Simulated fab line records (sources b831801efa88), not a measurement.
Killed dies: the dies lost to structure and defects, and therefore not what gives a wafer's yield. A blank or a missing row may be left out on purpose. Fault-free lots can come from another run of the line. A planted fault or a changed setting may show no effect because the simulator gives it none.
Which tool is to blame? -- flow sky130 -- 14 lots with 42 wafers sampled at 3 steps, on a route of 708 steps

== WHAT THE GAUGES SHOWED, per wafer ==
SKY_PWDE_TW_MEAS_10. Usual: for PWDE_TW the level is 371 and the standard deviation is 3.9.
lot,measured,on,PWDE_TW,flag
L163,day 4 05:43,film_metro-03,366 367 365,
L174,day 6 18:17,film_metro-04,373 374 375,
L175,day 7 03:52,film_metro-01,370 370 367,
L176,day 7 10:27,film_metro-03,369 369 369,
L177,day 7 15:32,film_metro-01,371 369 370,
L178,day 7 21:47,film_metro-03,369 369 367,
L180,day 8 09:55,film_metro-04,372 372 373,
L181,day 8 13:00,film_metro-04,374 374 375,
L182,day 8 20:37,film_metro-03,368 368 368,
L183,day 8 21:53,film_metro-03,366 368 367,
L184,day 9 06:10,film_metro-01,371 369 372,
L185,day 9 11:38,film_metro-04,375 374 374,

== EACH LOT AND THE TOOL THAT RAN IT (in order: tool; ch and the chambers of the sampled wafers; start) ==
lot,SKY_FIELD_ISO_CVD_03,SKY_FIELD_ISO_STRIP_16
L163,"lpcvd-02 ch 1, day 1 21:05","plasma_asher-02 ch 0,1, day 2 13:43"
L170,"lpcvd-02 ch 0, day 3 06:02",-
L171,"lpcvd-02 ch 1, day 3 11:34",-
L174,"lpcvd-02 ch 1, day 4 01:41","plasma_asher-04 ch 1, day 4 21:43"
L175,"lpcvd-02 ch 1, day 4 09:47","plasma_asher-04 ch 0,1, day 5 07:10"
L176,"lpcvd-02 ch 1, day 4 14:03","plasma_asher-04 ch 0,1, day 5 11:15"
L177,"lpcvd-02 ch 1, day 4 18:05","plasma_asher-04 ch 0,1, day 5 14:45"
L178,"lpcvd-02 ch 0, day 4 21:14","plasma_asher-04 ch 0,1, day 5 18:04"
L180,"lpcvd-02 ch 1, day 5 05:41","plasma_asher-02 ch 0,1, day 6 02:01"
L181,"lpcvd-02 ch 0, day 5 11:38","plasma_asher-04 ch 0,1, day 6 08:39"
L182,"lpcvd-02 ch 0, day 5 17:58","plasma_asher-02 ch 0,1, day 6 14:58"
L183,"lpcvd-02 ch 0, day 5 21:54","plasma_asher-03 ch 0,1, day 6 18:52"
L184,"lpcvd-02 ch 1, day 6 06:23","plasma_asher-04 ch 0,1, day 7 03:40"
L185,"lpcvd-02 ch 1, day 6 09:23","plasma_asher-03 ch 0,1, day 7 05:42"
- SKY_FIELD_ISO_CVD_03: deposits Si3N4 from DCS/NH3, target thk 165 nm, time 2830 s.
- SKY_FIELD_ISO_STRIP_16: strips in O2/N2.

== WHAT THE TOOLS THEMSELVES READ (means of the sampled wafers that have a number; where no wafer has one, the mark that the record gives instead) ==
SKY_FIELD_ISO_CVD_03. Usual: pressure_mtorr 250.1 mTorr, standard deviation 0.45; spike_tc_bottom_C 788.9 C, standard deviation 1.1; spike_tc_upper_C 770.9 C, standard deviation 1.1.
lot,tool,pressure_mtorr (mTorr),spike_tc_bottom_C (C),spike_tc_upper_C (C),flag
L163,lpcvd-02,250.1,788.7,771.5,
L170,lpcvd-02,-,-,-,OFF
L171,lpcvd-02,-,-,-,OFF
L174,lpcvd-02,250.2,789.8,771.2,
L175,lpcvd-02,250.8,790.0,770.4,
L176,lpcvd-02,249.9,789.1,771.4,
L177,lpcvd-02,250.5,789.8,771.5,
L178,lpcvd-02,249.7,788.7,771.4,
L180,lpcvd-02,250.0,789.9,770.9,
L181,lpcvd-02,250.4,788.8,770.7,
L182,lpcvd-02,250.1,787.8,771.4,
L183,lpcvd-02,249.8,788.2,770.6,
L184,lpcvd-02,250.2,790.3,769.3,
L185,lpcvd-02,249.8,789.0,771.0,

SKY_FIELD_ISO_STRIP_16. Usual: drypump_motor_current_A 5.7 A, standard deviation 0.48; oes_product_au 0.378 a.u., standard deviation 0.0051; strip_time_to_endpoint_s 3.53 s, standard deviation 0.047.
lot,tool,drypump_motor_current_A (A),oes_product_au (a.u.),strip_time_to_endpoint_s (s),flag
L163,plasma_asher-02,5.9,0.376,3.57,
L174,plasma_asher-04,4.9,0.382,3.56,
L175,plasma_asher-04,5.4,0.382,3.53,
L176,plasma_asher-04,5.4,0.377,3.52,
L177,plasma_asher-04,5.1,0.382,3.55,
L178,plasma_asher-04,5.1,0.375,3.53,
L180,plasma_asher-02,5.9,0.382,3.54,
L181,plasma_asher-04,5.4,0.379,3.54,
L182,plasma_asher-02,6.0,0.376,3.51,
L183,plasma_asher-03,6.2,0.377,3.54,
L184,plasma_asher-04,5.3,0.377,3.52,
L185,plasma_asher-03,6.2,0.376,3.47,

== THE ANSWER, worked out from the rows above alone ==
Rule: a lot counts as off when the mean over its wafers that have a number is more than 3 standard deviations away from the usual mean. Also off: a lot with no number at a reading for which 4 or more lots have one. The other lots that the step has rows for count as sound. First the gauges in route order, then the tools' own readings, where a lot's mean is used as printed above. The first step at which some lot is off is used, and at that step the reading that is off furthest; a lot without a number counts as furthest.
Off at SKY_FIELD_ISO_CVD_03 (pressure_mtorr): L170, L171. Without a number there: L170, L171.
A tool fits if, at that step or a process step before it, it ran every lot that is off, and no sound lot after the first of them. No candidate that was tried fits.

== WHAT WAS PUT IN BY THE SIMULATOR ==
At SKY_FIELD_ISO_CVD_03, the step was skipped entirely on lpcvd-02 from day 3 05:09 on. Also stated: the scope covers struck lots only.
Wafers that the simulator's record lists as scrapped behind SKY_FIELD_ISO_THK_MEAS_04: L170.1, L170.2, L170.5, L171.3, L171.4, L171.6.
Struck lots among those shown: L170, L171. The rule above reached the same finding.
